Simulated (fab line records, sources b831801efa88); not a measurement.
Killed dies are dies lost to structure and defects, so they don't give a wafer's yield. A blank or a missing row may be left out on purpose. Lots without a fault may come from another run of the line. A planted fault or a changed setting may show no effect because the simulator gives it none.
Problem report in the 8D (eight disciplines) form, filled by code | flow sky130 | the parts of the form that need people (team, actions taken, sign-off) are left out

1. THE PROBLEM
SONOS_ONO_OXIDATION_THK at SKY_SONOS_ONO_THK_MEAS_01 reads a mean of 3.42 nm on 6 wafers of 2 lots; wafers without a fault read 2.61 nm with a standard deviation of 0.052. That is +16 standard deviations from the usual mean.
First seen on wafer L585.2, day 16 09:37, on film_metro-01. The record holds 39 wafers of 13 lots with a number at this step. Rule for "out", or "out of limits": more than 4 standard deviations from the usual mean. The other wafers with a number count as sound.

2. WHAT IT IS AND WHAT IT IS NOT
question                    | is                           | is not
which readings at this step | SONOS_ONO_OXIDATION_THK      | -
which lots                  | L585, L586                   | L573, L574, L575, L577, L578, L580, L588, L589, L590, L592, L593
which wafers of those lots  | all that have a number       | -
read on which gauges        | film_metro-01, film_metro-03 | film_metro-04
when                        | from day 16 09:37            | up to then (18 sound wafers); but 15 sound wafers of L588, L589, L590, L592, L593 came after

3. SUSPECTS, AND WHAT RULES EACH OUT
Counting: a tool at a process step up to the reading stays a suspect if it ran every lot that is out and no sound lot after the first of them.
- the gauge at SKY_SONOS_ONO_THK_MEAS_01: ruled out. The wafers that are out were read on 2 gauges (film_metro-01, film_metro-03).
- furnace-01 at SKY_SONOS_ONO_OXIDATION_00 (stabilise 600 s, purge 300 s, target thk 2.6 nm): kept. It ran every lot that is out, first L585 (day 16 08:16), and no sound lot after that; its last sound lot up to then is L578 (day 13 22:35).
Left after counting: furnace-01 at SKY_SONOS_ONO_OXIDATION_00.

4. THE CAUSE (what the simulator had put in)
Process parameter drift: furnace-01, from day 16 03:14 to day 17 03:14, at SKY_SONOS_ONO_OXIDATION_00. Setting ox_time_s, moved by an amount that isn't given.
Counting left only this tool.

5. THE CHAIN OF EFFECTS, in route order
Each row: a reading whose mean over the struck wafers that have a number lies more than 3 standard deviations from the usual. Only readings for which the record gives a usual standard deviation are gone through. hours: the time from each lot's start at the first step in this table that gives one to its start at this step, as a median over the lots. sigmas: the change in usual standard deviations.
hours | step                      | reading                 | usual   | on struck wafers | change | sigmas
0     | SKY_SONOS_ONO_THK_MEAS_01 | SONOS_ONO_OXIDATION_THK | 2.61 nm | 3.42             | +0.81  | +16

6. WHAT WOULD HAVE CAUGHT IT SOONER
In this record the first reading out of limits at a measuring or inspecting step was taken at day 16 09:37, 6 hours after the fault began at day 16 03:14.
Of the tool readings at SKY_SONOS_ONO_OXIDATION_00 for which the record gives a usual standard deviation, none was out on any struck wafer, so an alarm limit of 4 standard deviations on them would not have fired.
Of the lots that are out (2), L586 began SKY_SONOS_ONO_OXIDATION_00 on furnace-01 after day 16 09:37. A hold on the tool at that time would have spared it.
